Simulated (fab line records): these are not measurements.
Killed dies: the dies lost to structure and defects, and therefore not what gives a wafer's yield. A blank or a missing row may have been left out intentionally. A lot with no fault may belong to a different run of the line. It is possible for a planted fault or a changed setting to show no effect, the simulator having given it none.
What tool caused it? + flow gf180mcu + Sampling: 12 lots, 36 wafers, 2 of 602 route steps

## WHAT EACH GAUGE READ, for each wafer
GF_M1_THK_MEAS_06: measures by xrf.
| lot  | measured     | on            | M1_ALCU_THK (nm) |
|------|--------------|---------------|------------------|
| L075 | day 16 13:26 | film-metro-03 | 444 440 441      |
| L077 | day 17 12:44 | film-metro-04 | 445 444 447      |
| L079 | day 18 07:13 | film-metro-04 | 450 447 454      |
| L081 | day 18 23:56 | film-metro-02 | 437 438 440      |
| L083 | day 19 17:02 | film-metro-04 | 454 456 449      |
| L085 | day 20 08:47 | film-metro-03 | 445 447 450      |
| L087 | day 21 02:20 | film-metro-04 | 434 438 436      |
| L089 | day 21 19:22 | film-metro-02 | 443 442 442      |
| L091 | day 22 08:25 | film-metro-02 | 426 430 429      |
| L093 | day 23 02:40 | film-metro-02 | 438 440 442      |
| L095 | day 23 15:08 | film-metro-04 | 451 450 452      |
| L097 | day 24 04:50 | film-metro-02 | 441 442 441      |

## WHICH TOOL RAN EACH LOT (tool, then ch and the chambers of the sampled wafers, then the start)
| lot  | GF_SALICIDE_RTA_06               |
|------|----------------------------------|
| L075 | rtp-anneal-02 ch 0, day 15 12:44 |
| L077 | rtp-anneal-01 ch 0, day 16 10:32 |
| L079 | rtp-anneal-02 ch 0, day 17 04:50 |
| L081 | rtp-anneal-02 ch 0, day 17 21:24 |
| L083 | rtp-anneal-01 ch 0, day 18 14:20 |
| L085 | rtp-anneal-02 ch 0, day 19 05:49 |
| L087 | rtp-anneal-02 ch 0, day 19 23:11 |
| L089 | rtp-anneal-01 ch 0, day 20 17:07 |
| L091 | rtp-anneal-02 ch 0, day 21 06:06 |
| L093 | rtp-anneal-01 ch 0, day 22 00:43 |
| L095 | rtp-anneal-01 ch 0, day 22 13:07 |
| L097 | rtp-anneal-01 ch 0, day 23 04:08 |
- GF_SALICIDE_RTA_06: time 30 s.

## THE ANSWER, worked out from the rows above alone
Rule: usual is defined by the lots themselves. Put in order of their means at a reading, lots are off if they are a third of the lots or fewer, leave a main group of 4 or more, and stand apart from it by a gap of 3 or more times the standard deviation of the main group's means; of several such gaps the widest counts. A main group whose means are all the same, to the digits that the tables above print for the reading, isn't used. Also off: a lot with no number at a reading for which 4 or more lots have one. Where the step has rows for the other lots, those lots are counted as sound.
Nothing can be told from this: no lot is off at any reading shown.

## WHAT HAD BEEN PUT IN BY THE SIMULATOR
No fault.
